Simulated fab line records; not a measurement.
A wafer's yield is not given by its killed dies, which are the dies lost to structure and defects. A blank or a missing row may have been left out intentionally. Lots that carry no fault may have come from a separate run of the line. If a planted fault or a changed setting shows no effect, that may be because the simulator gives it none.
Matching of chambers || flow sky130 || hdpcvd-02 running SKY_VIA1_HDPCVD_00: 3 sister chambers
The step deposits SiO2, target thk 1030 nm, time 171.7 s. 16 wafers are shown with their chamber, then 7 later ones without.

## EACH WAFER AND ITS CHAMBER
{"wafer": "L338.1", "chamber": 2, "run-length-s (s)": 199.4, "sih4-flow-sccm (sccm)": 59.80, "pressure-mtorr (mTorr)": 5.994}
{"wafer": "L338.2", "chamber": 0, "run-length-s (s)": 199.3, "sih4-flow-sccm (sccm)": 60.08, "pressure-mtorr (mTorr)": 6.011}
{"wafer": "L338.5", "chamber": 0, "run-length-s (s)": 198.7, "sih4-flow-sccm (sccm)": 59.91, "pressure-mtorr (mTorr)": 5.995}
{"wafer": "L339.2", "chamber": 0, "run-length-s (s)": 199.3, "sih4-flow-sccm (sccm)": 60.06, "pressure-mtorr (mTorr)": 5.982}
{"wafer": "L339.4", "chamber": 2, "run-length-s (s)": 199.4, "sih4-flow-sccm (sccm)": 59.89, "pressure-mtorr (mTorr)": 5.995}
{"wafer": "L339.5", "chamber": 1, "run-length-s (s)": 199.6, "sih4-flow-sccm (sccm)": 59.97, "pressure-mtorr (mTorr)": 5.984}
{"wafer": "L343.1", "chamber": 0, "run-length-s (s)": 199.0, "sih4-flow-sccm (sccm)": 59.95, "pressure-mtorr (mTorr)": 5.973}
{"wafer": "L343.4", "chamber": 0, "run-length-s (s)": 198.7, "sih4-flow-sccm (sccm)": 60.36, "pressure-mtorr (mTorr)": 5.986}
{"wafer": "L343.5", "chamber": 1, "run-length-s (s)": 199.6, "sih4-flow-sccm (sccm)": 60.28, "pressure-mtorr (mTorr)": 6.027}
{"wafer": "L345.2", "chamber": 1, "run-length-s (s)": 199.3, "sih4-flow-sccm (sccm)": 59.83, "pressure-mtorr (mTorr)": 6.010}
{"wafer": "L345.3", "chamber": 2, "run-length-s (s)": 200.1, "sih4-flow-sccm (sccm)": 59.97, "pressure-mtorr (mTorr)": 5.979}
{"wafer": "L345.6", "chamber": 1, "run-length-s (s)": 200.0, "sih4-flow-sccm (sccm)": 60.00, "pressure-mtorr (mTorr)": 6.012}
{"wafer": "L344.2", "chamber": 0, "run-length-s (s)": 198.7, "sih4-flow-sccm (sccm)": 60.31, "pressure-mtorr (mTorr)": 6.019}
{"wafer": "L344.4", "chamber": 1, "run-length-s (s)": 199.4, "sih4-flow-sccm (sccm)": 59.88, "pressure-mtorr (mTorr)": 6.009}
{"wafer": "L344.5", "chamber": 0, "run-length-s (s)": 198.8, "sih4-flow-sccm (sccm)": 59.92, "pressure-mtorr (mTorr)": 6.011}
{"wafer": "L347.1", "chamber": 0, "run-length-s (s)": 199.1, "sih4-flow-sccm (sccm)": 60.25, "pressure-mtorr (mTorr)": 5.996}

SIGNATURES (averages over the wafers above)
{"reading": "run-length-s", "chamber 0": 198.950, "chamber 1": 199.580, "chamber 2": 199.633, "scatter within a chamber": 0.29}
{"reading": "sih4-flow-sccm", "chamber 0": 60.1050, "chamber 1": 59.9920, "chamber 2": 59.8867, "scatter within a chamber": 0.167}
{"reading": "pressure-mtorr", "chamber 0": 5.99662, "chamber 1": 6.00840, "chamber 2": 5.98933, "scatter within a chamber": 0.015}
Rule: a wafer's distance from a chamber is the root of the sum, over the readings, of the square of ((its reading less the chamber's mean) divided by the reading's scatter). The wafer belongs to the nearest chamber; if the next one is less than 2 further off, it can't be placed. The scatter is the square root of a quotient: the sum, over the shown wafers, of each reading's squared deviation from its chamber's mean, divided by wafers minus chambers.

## WAFERS WITH NO CHAMBER GIVEN
{"wafer": "L347.4", "run-length-s (s)": 199.2, "sih4-flow-sccm (sccm)": 60.05, "pressure-mtorr (mTorr)": 5.990}
{"wafer": "L347.5", "run-length-s (s)": 199.8, "sih4-flow-sccm (sccm)": 60.14, "pressure-mtorr (mTorr)": 6.003}
{"wafer": "L348.2", "run-length-s (s)": 199.1, "sih4-flow-sccm (sccm)": 60.08, "pressure-mtorr (mTorr)": 5.993}
{"wafer": "L348.5", "run-length-s (s)": 199.1, "sih4-flow-sccm (sccm)": 59.99, "pressure-mtorr (mTorr)": 5.982}
{"wafer": "L348.6", "run-length-s (s)": 198.9, "sih4-flow-sccm (sccm)": 60.20, "pressure-mtorr (mTorr)": 6.007}
{"wafer": "L356.4", "run-length-s (s)": 199.5, "sih4-flow-sccm (sccm)": 60.04, "pressure-mtorr (mTorr)": 6.010}
{"wafer": "L357.2", "run-length-s (s)": 199.9, "sih4-flow-sccm (sccm)": 60.03, "pressure-mtorr (mTorr)": 5.996}

## CHAMBER TAKEN BY EACH
{"wafer": "L347.4", "from the rows above": "can't be placed: 0 or 2 or 1", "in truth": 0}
{"wafer": "L347.5", "from the rows above": "can't be placed: 1 or 2 or 0", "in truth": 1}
{"wafer": "L348.2", "from the rows above": "can't be placed: 0 or 1 or 2", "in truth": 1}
{"wafer": "L348.5", "from the rows above": "can't be placed: 0 or 2 or 1", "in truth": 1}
{"wafer": "L348.6", "from the rows above": "can't be placed: 0 or 1", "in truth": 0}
{"wafer": "L356.4", "from the rows above": "can't be placed: 1 or 2 or 0", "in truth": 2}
{"wafer": "L357.2", "from the rows above": "can't be placed: 2 or 1 or 0", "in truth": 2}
Correctly placed: 0 of 7. Not placeable from these rows: 7 (in 7, the candidates include the true chamber). Placed wrongly: 0.
